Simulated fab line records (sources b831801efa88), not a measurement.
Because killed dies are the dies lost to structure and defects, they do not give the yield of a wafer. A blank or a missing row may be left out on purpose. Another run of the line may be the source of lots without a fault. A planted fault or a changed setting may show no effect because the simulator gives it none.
2 desks, one fault    flow gf180mcu    each desk has only its own numbers; what lay behind them comes last

== FOR THE TOOL OWNER'S DESK: implanter-04 ==
For each lot that ran on this tool, the mean over its sampled wafers that have a number, from the tool's own readings at GF_NWELL_IMPLANT_09. A lot is out of limits, marked OUT, if its mean lies more than 4 standard deviations from the usual mean; the brackets give that distance.
Columns: A = beam energy keV at GF_NWELL_IMPLANT_09, usual 160.00; B = beam on s at GF_NWELL_IMPLANT_09, usual 9.98 s
lot   first seen here  A                         B
L759  day 3 18:34      160.03                    9.94
L766  day 5 09:44      153.10 (-99 or more) OUT  9.97
L768  day 5 21:16      153.07 (-99 or more) OUT  10.00
This desk's verdict: out of limits on L766, L768, starting with L766 at day 5 09:44 (beam energy keV at GF_NWELL_IMPLANT_09). Within limits: L759.

== THE METROLOGY DESK ==
What the gauges read, lot by lot, whatever tool the lot ran on: means of the sampled wafers that have a number. A lot is out of limits, marked OUT, if its mean lies more than 4 standard deviations from the usual mean; the brackets give that distance.
Columns: A = DNWELL_TW at GF_DNWELL_TW_MEAS_09, usual 1348; B = NWELL_OVL at GF_NWELL_OVL_MEAS_07, usual 0.5 nm
lot   first seen here  A     B
L758  day 3 00:58      1357  2.0
L759  day 3 05:15      1347  -1.4
L766  day 4 19:27      1355  0.5
L767  day 5 00:19      1369  -0.3
L768  day 5 07:25      1381  0.4
L776  day 7 00:05      1325  0.5
This desk's finding: nothing out of limits on any of the 6 lots.

== BROUGHT TOGETHER ==
The tool owner's desk had the chance to raise an alarm at day 5 09:44 on L766, L768.
Nothing out of limits was seen by the metrology desk.
The metrology desk holds a record of L766, L768, inside its limits.
GF_NWELL_IMPLANT_09 was run on implanter-04 by each of the lots named.

== WHAT THE SIMULATOR HAD INSERTED ==
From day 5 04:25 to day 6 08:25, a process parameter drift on implanter-04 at GF_NWELL_IMPLANT_09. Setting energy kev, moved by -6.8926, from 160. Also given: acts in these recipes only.
Struck lots among those shown: L766, L768.
Hours from the fault's start to each desk's first reading out of limits: the tool owner's desk, 5.
